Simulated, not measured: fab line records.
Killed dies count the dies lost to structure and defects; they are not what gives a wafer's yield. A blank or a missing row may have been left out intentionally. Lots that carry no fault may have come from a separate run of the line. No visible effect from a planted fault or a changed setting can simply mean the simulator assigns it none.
What tool caused it? || flow gf180mcu || 12 lots, 36 wafers sampled, at 6 steps of a route of 602

## WHAT THE GAUGES SHOWED, per wafer
GF_HV_LDD_TW_MEAS_38.
{"lot": "L205", "measured": "day 11 21:31", "on": "film_metro-04", "HV_LDD_3_TW": "1446 1449 1446"}
{"lot": "L209", "measured": "day 12 23:25", "on": "film_metro-04", "HV_LDD_3_TW": "1451 1446 1450"}
{"lot": "L212", "measured": "day 13 18:07", "on": "film_metro-02", "HV_LDD_3_TW": "1422 1419 1418"}
{"lot": "L215", "measured": "day 14 20:58", "on": "film_metro-01", "HV_LDD_3_TW": "1389 1400 1402"}
{"lot": "L216", "measured": "day 15 07:16", "on": "film_metro-01", "HV_LDD_3_TW": "1430 1427 1427"}
{"lot": "L217", "measured": "day 15 16:13", "on": "film_metro-02", "HV_LDD_3_TW": "1377 1383 1381 1380 1380 1372"}
{"lot": "L219", "measured": "day 16 18:40", "on": "film_metro-04", "HV_LDD_3_TW": "1430 1443 1442"}
{"lot": "L223", "measured": "day 17 21:46", "on": "film_metro-01", "HV_LDD_3_TW": "1441 1450 1440"}
{"lot": "L224", "measured": "day 18 03:34", "on": "film_metro-02", "HV_LDD_3_TW": "1426 1414 1419"}
{"lot": "L226", "measured": "day 18 08:15", "on": "film_metro-02", "HV_LDD_3_TW": "1414 1412 1416"}
{"lot": "L227", "measured": "day 19 01:31", "on": "film_metro-02", "HV_LDD_3_TW": "1419 1419 1425"}
{"lot": "L228", "measured": "day 19 09:01", "on": "film_metro-04", "HV_LDD_3_TW": "1436 1450 1440"}

GF_HV_LDD_RS_MEAS_53: the measuring method here is four-point-probe.
{"lot": "L205", "measured": "day 12 16:53", "on": "film_metro-02", "HV_LDD_RS (ohm/sq)": "417.1 416.5 418.1"}
{"lot": "L209", "measured": "day 13 19:44", "on": "film_metro-04", "HV_LDD_RS (ohm/sq)": "418.9 419.1 419.9"}
{"lot": "L212", "measured": "day 14 15:13", "on": "film_metro-01", "HV_LDD_RS (ohm/sq)": "417.1 418.6 418.0"}
{"lot": "L215", "measured": "day 15 17:50", "on": "film_metro-04", "HV_LDD_RS (ohm/sq)": "424.5 426.0 426.0 424.9 426.3 425.0"}
{"lot": "L216", "measured": "day 16 05:05", "on": "film_metro-04", "HV_LDD_RS (ohm/sq)": "418.4 417.3 418.6"}
{"lot": "L217", "measured": "day 16 14:20", "on": "film_metro-02", "HV_LDD_RS (ohm/sq)": "425.9 424.9 424.4 426.3 425.5 424.7"}
{"lot": "L219", "measured": "day 17 18:15", "on": "film_metro-04", "HV_LDD_RS (ohm/sq)": "418.5 418.5 418.7"}
{"lot": "L223", "measured": "day 18 21:29", "on": "film_metro-04", "HV_LDD_RS (ohm/sq)": "418.6 418.8 418.8"}
{"lot": "L224", "measured": "day 19 04:10", "on": "film_metro-04", "HV_LDD_RS (ohm/sq)": "418.5 418.0 417.4"}
{"lot": "L226", "measured": "day 19 08:26", "on": "film_metro-01", "HV_LDD_RS (ohm/sq)": "417.2 417.4 417.9"}
{"lot": "L227", "measured": "day 20 02:26", "on": "film_metro-04", "HV_LDD_RS (ohm/sq)": "416.9 415.8 418.4"}
{"lot": "L228", "measured": "day 20 09:55", "on": "film_metro-01", "HV_LDD_RS (ohm/sq)": "418.6 418.6 417.9"}

GF_PSD_TW_MEAS_11.
{"lot": "L205", "measured": "day 14 13:39", "on": "film_metro-03", "PSD_TW": "3115 3147 3133"}
{"lot": "L209", "measured": "day 15 16:46", "on": "film_metro-04", "PSD_TW": "3183 3195 3200"}
{"lot": "L212", "measured": "day 16 14:30", "on": "film_metro-04", "PSD_TW": "3181 3179 3174"}
{"lot": "L215", "measured": "day 17 18:52", "on": "film_metro-03", "PSD_TW": "3156 3167 3148"}
{"lot": "L216", "measured": "day 18 06:04", "on": "film_metro-04", "PSD_TW": "3188 3182 3194"}
{"lot": "L217", "measured": "day 18 15:54", "on": "film_metro-04", "PSD_TW": "3181 3186 3179"}
{"lot": "L219", "measured": "day 19 22:16", "on": "film_metro-03", "PSD_TW": "3156 3151 3152"}
{"lot": "L223", "measured": "day 21 01:29", "on": "film_metro-03", "PSD_TW": "3163 3168 3159"}
{"lot": "L224", "measured": "day 21 08:25", "on": "film_metro-04", "PSD_TW": "3196 3179 3200"}
{"lot": "L226", "measured": "day 21 12:49", "on": "film_metro-04", "PSD_TW": "3180 3208 3206"}
{"lot": "L227", "measured": "day 22 04:06", "on": "film_metro-03", "PSD_TW": "3163 3166 3172"}
{"lot": "L228", "measured": "day 22 12:40", "on": "film_metro-04", "PSD_TW": "3194 3152 3176"}

GF_M1_RS_MEAS_05: the measuring method here is four-point-probe.
{"lot": "L205", "measured": "day 16 12:14", "on": "film_metro-04", "M1_ALCU_RS (ohm/sq)": "0.0697 0.0703 0.0700"}
{"lot": "L209", "measured": "day 17 17:47", "on": "film_metro-03", "M1_ALCU_RS (ohm/sq)": "0.0701 0.0697 0.0689"}
{"lot": "L212", "measured": "day 18 17:34", "on": "film_metro-02", "M1_ALCU_RS (ohm/sq)": "0.0682 0.0698 0.0690"}
{"lot": "L215", "measured": "day 19 22:55", "on": "film_metro-04", "M1_ALCU_RS (ohm/sq)": "0.0698 0.0698 0.0699"}
{"lot": "L216", "measured": "day 20 10:40", "on": "film_metro-02", "M1_ALCU_RS (ohm/sq)": "0.0688 0.0693 0.0699"}
{"lot": "L217", "measured": "day 20 18:59", "on": "film_metro-03", "M1_ALCU_RS (ohm/sq)": "0.0685 0.0685 0.0696"}
{"lot": "L219", "measured": "day 22 00:23", "on": "film_metro-03", "M1_ALCU_RS (ohm/sq)": "0.0687 0.0689 0.0689"}
{"lot": "L223", "measured": "day 23 03:13", "on": "film_metro-04", "M1_ALCU_RS (ohm/sq)": "0.0697 0.0690 0.0693"}
{"lot": "L224", "measured": "day 23 11:08", "on": "film_metro-02", "M1_ALCU_RS (ohm/sq)": "0.0712 0.0707 0.0714"}
{"lot": "L226", "measured": "day 23 14:38", "on": "film_metro-02", "M1_ALCU_RS (ohm/sq)": "0.0684 0.0690 0.0696"}
{"lot": "L227", "measured": "day 24 04:22", "on": "film_metro-03", "M1_ALCU_RS (ohm/sq)": "0.0698 0.0691 0.0696"}
{"lot": "L228", "measured": "day 24 13:20", "on": "film_metro-02", "M1_ALCU_RS (ohm/sq)": "0.0684 0.0702 0.0694"}

## EACH LOT AND THE TOOL THAT RAN IT (in order: tool; ch and the chambers of the sampled wafers; start)
{"lot": "L205", "GF_HV_LDD_IMPLANT_36": "implanter-04 ch 0, day 11 21:16", "GF_SALICIDE_SPUTTER_03": "pvd_sputter-01, day 15 11:35"}
{"lot": "L209", "GF_HV_LDD_IMPLANT_36": "implanter-04 ch 0, day 12 23:10", "GF_SALICIDE_SPUTTER_03": "pvd_sputter-03, day 16 16:20"}
{"lot": "L212", "GF_HV_LDD_IMPLANT_36": "implanter-04 ch 0, day 13 17:52", "GF_SALICIDE_SPUTTER_03": "pvd_sputter-02, day 17 14:47"}
{"lot": "L215", "GF_HV_LDD_IMPLANT_36": "implanter-03 ch 0, day 14 20:43", "GF_SALICIDE_SPUTTER_03": "pvd_sputter-02, day 18 19:37"}
{"lot": "L216", "GF_HV_LDD_IMPLANT_36": "implanter-02 ch 0, day 15 07:01", "GF_SALICIDE_SPUTTER_03": "pvd_sputter-02, day 19 07:35"}
{"lot": "L217", "GF_HV_LDD_IMPLANT_36": "implanter-03 ch 0, day 15 15:58", "GF_SALICIDE_SPUTTER_03": "pvd_sputter-03, day 19 16:44"}
{"lot": "L219", "GF_HV_LDD_IMPLANT_36": "implanter-02 ch 0, day 16 18:26", "GF_SALICIDE_SPUTTER_03": "pvd_sputter-03, day 20 22:53"}
{"lot": "L223", "GF_HV_LDD_IMPLANT_36": "implanter-02 ch 0, day 17 21:33", "GF_SALICIDE_SPUTTER_03": "pvd_sputter-02, day 22 01:25"}
{"lot": "L224", "GF_HV_LDD_IMPLANT_36": "implanter-04 ch 0, day 18 03:20", "GF_SALICIDE_SPUTTER_03": "pvd_sputter-02, day 22 09:13"}
{"lot": "L226", "GF_HV_LDD_IMPLANT_36": "implanter-04 ch 0, day 18 08:00", "GF_SALICIDE_SPUTTER_03": "pvd_sputter-02, day 22 13:05"}
{"lot": "L227", "GF_HV_LDD_IMPLANT_36": "implanter-04 ch 0, day 19 01:16", "GF_SALICIDE_SPUTTER_03": "pvd_sputter-01, day 23 04:08"}
{"lot": "L228", "GF_HV_LDD_IMPLANT_36": "implanter-03 ch 0, day 19 08:47", "GF_SALICIDE_SPUTTER_03": "pvd_sputter-03, day 23 12:41"}
- GF_HV_LDD_IMPLANT_36
- GF_SALICIDE_SPUTTER_03: material TiN, target thk 20 nm, time 16.7 s.

## AS READ BY THE TOOLS THEMSELVES (means over the sampled wafers that have a number; for cases with no such wafer, the mark the record gives instead)
GF_HV_LDD_IMPLANT_36.
{"lot": "L205", "tool": "implanter-04", "dose_ions_cm2": 7.515e+12, "faraday_current_uA": 42.1}
{"lot": "L209", "tool": "implanter-04", "dose_ions_cm2": 7.493e+12, "faraday_current_uA": 42.1}
{"lot": "L212", "tool": "implanter-04", "dose_ions_cm2": 7.497e+12, "faraday_current_uA": 42.2}
{"lot": "L215", "tool": "implanter-03", "dose_ions_cm2": 4.810e+12, "faraday_current_uA": 27.3}
{"lot": "L216", "tool": "implanter-02", "dose_ions_cm2": 7.507e+12, "faraday_current_uA": 41.6}
{"lot": "L217", "tool": "implanter-03", "dose_ions_cm2": 4.801e+12, "faraday_current_uA": 27.5}
{"lot": "L219", "tool": "implanter-02", "dose_ions_cm2": 7.496e+12, "faraday_current_uA": 43.1}
{"lot": "L223", "tool": "implanter-02", "dose_ions_cm2": 7.502e+12, "faraday_current_uA": 42.1}
{"lot": "L224", "tool": "implanter-04", "dose_ions_cm2": 7.495e+12, "faraday_current_uA": 42.5}
{"lot": "L226", "tool": "implanter-04", "dose_ions_cm2": 7.494e+12, "faraday_current_uA": 41.8}
{"lot": "L227", "tool": "implanter-04", "dose_ions_cm2": 7.505e+12, "faraday_current_uA": 42.5}
{"lot": "L228", "tool": "implanter-03", "dose_ions_cm2": 7.502e+12, "faraday_current_uA": 42.7}

GF_SALICIDE_SPUTTER_03.
{"lot": "L205", "tool": "pvd_sputter-01", "throttle_valve_pct (%)": 28.8}
{"lot": "L209", "tool": "pvd_sputter-03", "throttle_valve_pct (%)": 29.1}
{"lot": "L212", "tool": "pvd_sputter-02", "throttle_valve_pct (%)": 30.3}
{"lot": "L215", "tool": "pvd_sputter-02", "throttle_valve_pct (%)": 30.2}
{"lot": "L216", "tool": "pvd_sputter-02", "throttle_valve_pct (%)": 30.2}
{"lot": "L217", "tool": "pvd_sputter-03", "throttle_valve_pct (%)": 29.4}
{"lot": "L219", "tool": "pvd_sputter-03", "throttle_valve_pct (%)": 29.5}
{"lot": "L223", "tool": "pvd_sputter-02", "throttle_valve_pct (%)": 28.8}
{"lot": "L224", "tool": "pvd_sputter-02", "throttle_valve_pct (%)": 29.1}
{"lot": "L226", "tool": "pvd_sputter-02", "throttle_valve_pct (%)": 29.7}
{"lot": "L227", "tool": "pvd_sputter-01", "throttle_valve_pct (%)": 31.0}
{"lot": "L228", "tool": "pvd_sputter-03", "throttle_valve_pct (%)": 29.3}

## THE ANSWER, worked out from the rows above alone
Rule: what is usual is taken from the lots themselves. The widest of any qualifying gaps counts: lots, ordered by their means at a reading, are off when they make up no more than a third of the lots, leave a main group of 4 or more, and stand apart from it by 3 or more times the standard deviation of that group's means. A main group is skipped when, at the precision printed for the reading in the tables above, its means are all equal. A lot without any number at a reading at which 4 lots or more have one is off too. All remaining lots with rows at the step are treated as sound. First the gauges in route order, then the tools' own readings, where a lot's mean is used as printed above. The first step at which some lot is off is used, and at that step the reading that is off furthest; a lot without a number counts as furthest.
Off: L215, L217, seen at GF_HV_LDD_RS_MEAS_53 (HV_LDD_RS). For the main group the mean is 418.1 ohm/sq and the standard deviation 0.67.
A tool fits if, at a process step before that reading, it ran every lot that is off, and no sound lot after the first of them. Not tried: the gauges at GF_HV_LDD_RS_MEAS_53; whatever is off there is also off at GF_HV_LDD_IMPLANT_36, on other tools, and gauge error can't account for it. Of those tried, none fits.

## WHAT HAD BEEN PUT IN BY THE SIMULATOR
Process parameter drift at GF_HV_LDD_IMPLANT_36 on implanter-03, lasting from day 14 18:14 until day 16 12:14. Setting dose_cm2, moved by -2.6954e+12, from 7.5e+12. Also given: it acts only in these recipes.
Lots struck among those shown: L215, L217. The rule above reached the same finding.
